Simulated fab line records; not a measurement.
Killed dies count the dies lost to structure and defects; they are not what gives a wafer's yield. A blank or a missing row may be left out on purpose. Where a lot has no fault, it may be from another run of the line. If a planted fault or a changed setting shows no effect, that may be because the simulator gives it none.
Problem report in the 8D (eight disciplines) form, filled by code / flow sfq line / the parts of the form that need people (team, actions taken, sign-off) are left out

## 1. WHAT IS WRONG
Mean of heater power total W at SFQ_TRILAYER_M3_LITHO_PEB_078: 85.61 W across 2 wafers in 2 lots; on wafers with no fault it is 79.15 W (standard deviation 0.07). That is +92 standard deviations from the usual mean.
The step: peb time 60 s.
The first sign was on wafer L424.3 at day 43 18:07, on litho track-04. The record holds 18 wafers of 6 lots with a number at this step. Rule for "out" (also "out of limits"): further than 4 standard deviations from the usual mean. All remaining wafers that have a number are taken as sound.

## 2. WHAT IT IS, WHAT IT ISN'T
question=which readings at this step | is=heater power total W | is not=-
question=which lots | is=L424, L425 | is not=L418, L423, L435, L439
question=which wafers of those lots | is=L424.3, L425.1 | is not=L424.2, L424.6, L425.5, L425.6
question=read on which tools | is=litho track-04 | is not=litho track-02
question=when | is=from day 43 18:07 | is not=up to then (8 sound wafers); but 8 sound wafers of L425, L435, L439 came after

## 3. WHAT RULES OUT EACH SUSPECT
Counting: if a tool at a process step up to the reading ran every lot that is out, it stays a suspect. Sound lots after the first of them don't rule it out here, since some wafers of a struck lot are sound.
- rie metal-02 at SFQ_TRILAYER_I2_VIA_STRIP_STRIP_071 (strips in O2): kept. It ran every lot that is out, first L424 (day 43 14:48).
- litho track-04 at SFQ_TRILAYER_M3_LITHO_PEB_078 (peb time 60 s): kept. It processed each lot that is out (first: L424, day 43 18:07); up to then, its last sound lot is L423 (day 41 22:17). Out on those wafers are its own readings of heater power total W.
What counting leaves: rie metal-02 at SFQ_TRILAYER_I2_VIA_STRIP_STRIP_071 and litho track-04 at SFQ_TRILAYER_M3_LITHO_PEB_078.

## 4. THE CAUSE (what the simulator had put in)
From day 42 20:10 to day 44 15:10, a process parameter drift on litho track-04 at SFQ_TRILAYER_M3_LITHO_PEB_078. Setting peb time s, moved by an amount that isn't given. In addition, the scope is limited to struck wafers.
Of the 2 suspects that counting leaves, this tool is one.

## 5. SEQUENCE OF EFFECTS, ordered by route
Each row: a reading where the mean over the struck wafers with a number is more than 3 standard deviations away from the usual. Readings are gone through only where the record gives a usual standard deviation; hours: the median, over the lots, of the time from a lot's start at the first step in this table giving one to that lot's start at this step; sigmas: the change measured in usual standard deviations.
hours=0; step=SFQ_TRILAYER_M3_LITHO_PEB_078; reading=heater power total W; usual=79.15 W; on struck wafers=85.61; change=+6.46; sigmas=+92
Process steps it contains:
- SFQ_TRILAYER_M3_LITHO_PEB_078: peb time 60 s.
Later measuring or inspecting steps at which every struck wafer that the step has a row for has a number for every such reading, and none has moved that far: SFQ_M3_OVL_MEAS_921.

## 6. HOW IT WOULD HAVE BEEN CAUGHT EARLIER
In this record no reading fell out of limits until day 43 18:07, 22 hours after the fault had begun at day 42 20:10.
